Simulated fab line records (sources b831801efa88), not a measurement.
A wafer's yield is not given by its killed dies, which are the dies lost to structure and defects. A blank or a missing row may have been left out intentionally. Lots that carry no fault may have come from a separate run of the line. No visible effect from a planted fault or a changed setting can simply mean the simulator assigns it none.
The tool behind it: which one? ; flow gf180mcu ; 21 wafers from 7 lots sampled at 2 of the route's 602 steps

WHAT THE GAUGES SHOWED, per wafer
GF_STI_THK_MEAS_24.
lot;measured;on;STI_CVD_23_THK (nm)
L519;day 2 09:38;film-metro-03;653 652 661
L521;day 2 19:32;film-metro-04;655 658 656
L523;day 3 05:01;film-metro-04;665 663 667
L525;day 3 17:22;film-metro-03;653 659 655
L527;day 4 01:14;film-metro-03;661 661 658
L535;day 5 19:05;film-metro-02;682 685 676
L539;day 6 16:09;film-metro-02;649 646 647

WHICH TOOL RAN EACH LOT (tool, then ch and the chambers of the sampled wafers, then the start)
lot;GF_STI_CVD_23
L519;hdpcvd-01 ch 0,1,2, day 2 09:34
L521;hdpcvd-01 ch 1,2, day 2 19:28
L523;hdpcvd-01 ch 1,2, day 3 04:56
L525;hdpcvd-02 ch 0,1,2, day 3 17:18
L527;hdpcvd-01 ch 0,1, day 4 01:10
L535;hdpcvd-01 ch 0,1,2, day 5 19:01
L539;hdpcvd-02 ch 0,2, day 6 16:02
- GF_STI_CVD_23: deposits SiO2, target thk 650 nm, time 108.3 s.

THE ANSWER, worked out from the rows above alone
Rule: the lots themselves supply what counts as usual. The widest of any qualifying gaps counts: lots, ordered by their means at a reading, are off when they make up no more than a third of the lots, leave a main group of 4 or more, and stand apart from it by 3 or more times the standard deviation of that group's means. A main group whose means are all the same, to the digits that the tables above print for the reading, isn't used. Also off: a lot with no number at a reading for which 4 or more lots have one. Where the step has rows for the other lots, those lots are counted as sound.
Off: L535, at GF_STI_THK_MEAS_24 (STI_CVD_23_THK). Mean 657 nm and standard deviation 5.3 in the main group.
If a tool, at a process step before that reading, ran all the lots that are off and no sound lot after the first of them, it fits. Those tools and the gauges at GF_STI_THK_MEAS_24 are tried in the same way. One candidate fits, namely hdpcvd-01 at GF_STI_CVD_23. A fault onset in the window from L527 (day 4 01:10, its last sound lot) to L535 (day 5 19:01, its first lot off) fits.

WHAT HAD BEEN PUT IN BY THE SIMULATOR
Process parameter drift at GF_STI_CVD_23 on hdpcvd-01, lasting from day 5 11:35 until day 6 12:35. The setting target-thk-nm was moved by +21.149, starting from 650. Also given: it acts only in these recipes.
Shown lots that were struck: L535. The rule above found the same.
